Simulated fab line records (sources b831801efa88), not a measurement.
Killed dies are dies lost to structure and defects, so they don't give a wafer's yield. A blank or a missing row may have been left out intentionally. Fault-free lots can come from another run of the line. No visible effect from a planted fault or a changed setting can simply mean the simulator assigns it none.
Which tool was responsible? -- flow gf180mcu -- at 1 step of a route of 602, 7 lots with 21 wafers sampled

WHAT THE GAUGES SHOWED, per wafer
GF_HV_LDD_CD_MEAS_31 targets a cd of 400 nm.
lot,measured,on,cd_nm (nm)
L951,day 13 09:04,cd_sem-02,407.2 407.3 404.1
L956,day 14 22:13,cd_sem-01,398.3 399.0 399.7
L959,day 15 18:16,cd_sem-01,400.1 399.5 401.4
L963,day 17 02:37,cd_sem-02,405.8 404.5 404.2
L967,day 18 08:07,cd_sem-02,405.6 402.8 400.4
L969,day 18 23:23,cd_sem-02,404.6 403.3 406.5
L972,day 20 00:07,cd_sem-01,400.7 401.6 402.2

TOOL THAT RAN EACH LOT (tool first, then ch and the chambers of the sampled wafers, then the start)
Before these readings, the record contains no process step.

THE ANSWER, worked out from the rows above alone
Rule: the lots themselves supply what counts as usual. Put in order of their means at a reading, lots are off if they are a third of the lots or fewer, leave a main group of 4 or more, and stand apart from it by a gap of 3 or more times the standard deviation of the main group's means; of several such gaps the widest counts. If all means in a main group match to the digits the tables above print for the reading, that group is not used. A lot without any number at a reading at which 4 lots or more have one is off too. All remaining lots with rows at the step are treated as sound.
No lot is off on any of the readings shown, so nothing can be concluded from this.

WHAT THE SIMULATOR PUT IN
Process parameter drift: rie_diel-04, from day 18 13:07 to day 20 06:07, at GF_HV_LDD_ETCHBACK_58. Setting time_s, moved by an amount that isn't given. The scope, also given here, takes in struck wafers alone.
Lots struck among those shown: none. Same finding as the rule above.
